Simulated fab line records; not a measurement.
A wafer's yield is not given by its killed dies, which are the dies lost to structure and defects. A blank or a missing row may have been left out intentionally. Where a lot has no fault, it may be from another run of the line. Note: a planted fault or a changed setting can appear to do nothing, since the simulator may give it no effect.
Struck lot and sound lot, side by side | flow gf180mcu | 15 steps out of a route of 602
Sound: the wafers L292.2, L292.3, L292.4. Struck: wafers L284.1, L284.3, L284.6. The cause is named last.
Order at every step that has rows: each side's tool, ch and its chambers, its first start. Under that, the readings that differ: sound wafers | struck wafers | difference of the means | sigmas: that difference in standard deviations of wafers without a fault.
alike: words and numbers the same on both sides, and readings whose means are apart by under 2 such deviations; not compared: readings that were withheld, readings missing a value for some wafer, numbers with overlapping values and no deviation given by the record, and bounds like >300 which may hide the same value.
A row with sigmas, a row that says differs or no value, or rows on one side alone: a step with any of these is where the two part. Numbers that have no deviation but don't overlap get no sigmas and don't part them. A reading that every wafer of one side lacks parts them only if that side has two wafers or more.

first, 3 steps without rows for these wafers: GF_CONTACT_EXPOSE_11 (exposes mask Contact, target cd 220 nm); GF_CONTACT_PEB_12 (peb time 90 s); GF_CONTACT_DEVELOP_13 (develop time 60 s).
GF_CONTACT_CD_MEAS_14 targets a cd of 220 nm.
  sound on cd-sem-01, day 23 04:03; struck on cd-sem-02, day 20 09:02
  alike: cd-nm
GF_CONTACT_OVL_MEAS_15:
  sound on overlay-02, day 23 04:09; struck on overlay-01, day 20 09:09
  alike: CONTACT_OVL
GF_CONTACT_ETCH_16: etches BARC in N2/H2.
  sound on rie-diel-02 ch 0,1,2, day 23 04:11; struck on rie-diel-03 ch 0,1,3, day 20 09:11
  reading             | sound           | struck            | difference | sigmas
  n2-flow-sccm (sccm) | 99.3 100.3 99.5 | 100.2 100.6 100.4 | +0.7       | +2
  alike: drypump-motor-current-A, oes-product-au, throttle-valve-pct
GF_CONTACT_ETCH_17: etches SiO2 in C4F8/O2/Ar, stops on CoSi2, target depth 860 nm.
  sound: rie-diel-02 ch 0,1,2; struck: rie-diel-03 ch 0,1,3
  alike: oes-product-au
GF_CONTACT_STRIP_18: strips in O2/N2.
  sound on plasma-asher-01 ch 0,1, day 23 04:21; struck on plasma-asher-03 ch 0, day 20 09:21
  alike: drypump-motor-current-A, heater-power-w, n2-flow-sccm, oes-product-au
  not compared: rf-hours-counter-h
then, 3 steps without rows for these wafers: GF_CONTACT_CLEAN_19 (cleans in SPM); GF_CONTACT_CLEAN_20 (cleans in DIW); GF_CONTACT_CLEAN_21 (cleans in dHF, time 20 s).
GF_CONTACT_SPUTTER_22: material Ti, target thk 15 nm, time 80.02 s.
  sound on pvd-sputter-03, day 23 04:38; struck on pvd-sputter-03, day 20 09:39
  alike: cathode-dc-power-W, chamber-pressure-pa, throttle-valve-pct
GF_CONTACT_SPUTTER_23: material TiN, target thk 10 nm, time 40 s.
  sound on pvd-sputter-03, day 23 04:43; struck on pvd-sputter-03, day 20 09:43
  no value came back on the struck wafers for cathode-dc-power-W (W), chamber-pressure-pa (Pa), throttle-valve-pct (%); on the sound wafers cathode-dc-power-W (W) reads 4001.3 3999.3 3999.1
GF_CONTACT_CVD_24: deposits W, target thk 300 nm, time 90.339 s.
  sound on cvd-w-02 ch 0,1, day 23 04:44; struck on cvd-w-02 ch 0,1, day 20 09:45
  alike: heater-power-w
-- the record jumps here: 12 days lie between the struck wafers' starts before and after (it left off in module CONTACT and takes up again in module PASSIVATION, whose first step shown is number 602 of the route) --
GF_PASSIVATION_PROBE_99:
  record: rows for the struck wafers here (prober-02, day 32 06:14), none for the sound ones

== WHERE THEY PART ==
At GF_CONTACT_ETCH_16 first; at GF_PASSIVATION_PROBE_99 last (within this record only).

WHY: what had been put in by the simulator
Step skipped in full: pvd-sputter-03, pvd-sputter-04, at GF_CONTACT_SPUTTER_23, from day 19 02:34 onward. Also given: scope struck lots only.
